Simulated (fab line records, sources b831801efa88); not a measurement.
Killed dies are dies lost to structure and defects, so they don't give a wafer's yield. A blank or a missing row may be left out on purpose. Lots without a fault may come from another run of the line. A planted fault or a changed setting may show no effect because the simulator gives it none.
Chamber matching | flow sky130 | SKY_VIA4_CMP_21 on cmp-02: 4 sister chambers
The step polishes, stops on SiO2, t overpolish 25 s, target thk 0 nm. 18 wafers are shown with their chamber, then 9 later ones without.

WAFERS WITH THEIR CHAMBER
wafer  | chamber | motor_current_A (A) | time_to_endpoint_s (s) | overpolish_run_s (s)
L185.3 | 3       | 10.0                | 119                    | 24.999
L185.4 | 1       | 10.5                | 126                    | 25.004
L185.6 | 3       | 10.7                | 124                    | 25.006
L186.2 | 1       | 10.9                | 129                    | 24.987
L186.4 | 0       | 8.6                 | 128                    | 25.000
L186.5 | 3       | 10.2                | 121                    | 25.011
L190.1 | 3       | 10.5                | 120                    | 25.003
L190.5 | 0       | 8.4                 | 121                    | 24.993
L190.6 | 1       | 10.3                | 122                    | 24.982
L193.3 | 3       | 10.6                | 122                    | 24.988
L193.4 | 1       | 11.6                | 126                    | 24.984
L193.6 | 2       | 12.5                | 122                    | 25.003
L194.3 | 3       | 10.2                | 122                    | 25.017
L194.5 | 1       | 11.0                | 125                    | 25.003
L194.6 | 2       | 12.5                | 123                    | 25.007
L197.1 | 0       | 8.2                 | 122                    | 24.995
L197.4 | 2       | 12.5                | 119                    | 25.006
L197.5 | 1       | 10.6                | 126                    | 25.019

SIGNATURES (means of the wafers above)
reading            | chamber 0 | chamber 1 | chamber 2 | chamber 3 | scatter within a chamber
motor_current_A    | 8.400     | 10.817    | 12.500    | 10.367    | 0.33
time_to_endpoint_s | 123.67    | 125.67    | 121.33    | 121.33    | 2.36
overpolish_run_s   | 24.99600  | 24.99650  | 25.00533  | 25.00400  | 0.0107
Rule: a wafer's distance from a chamber is the root of the sum, over the readings, of the square of ((its reading less the chamber's mean) divided by the reading's scatter). The wafer belongs to the nearest chamber; if the next one is less than 2 further off, it can't be placed. The scatter: the root of (the sum of the squares of (reading less its chamber's mean) over the shown wafers, divided by (wafers less chambers)).

WAFERS WITHOUT THEIR CHAMBER
wafer  | motor_current_A (A) | time_to_endpoint_s (s) | overpolish_run_s (s)
L200.3 | 10.3                | 129                    | 24.988
L200.5 | 8.4                 | 132                    | 24.995
L200.6 | 11.2                | 129                    | 25.002
L206.1 | 10.7                | 122                    | 24.990
L206.4 | 12.1                | 114                    | 24.992
L206.6 | 8.2                 | 120                    | 25.012
L207.1 | 10.1                | 116                    | 25.005
L207.2 | 8.3                 | 119                    | 25.011
L207.3 | 12.7                | 115                    | 24.992

WHICH CHAMBER EACH WENT THROUGH
wafer  | from the rows above     | in truth
L200.3 | can't be placed: 1 or 3 | 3
L200.5 | 0                       | 0
L200.6 | 1                       | 1
L206.1 | can't be placed: 3 or 1 | 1
L206.4 | 2                       | 2
L206.6 | 0                       | 0
L207.1 | 3                       | 3
L207.2 | 0                       | 0
L207.3 | 2                       | 2
Placed correctly: 7 of 9. Can't be placed from these rows: 2 (the true chamber is among the candidates in 2). Placed wrongly: 0.
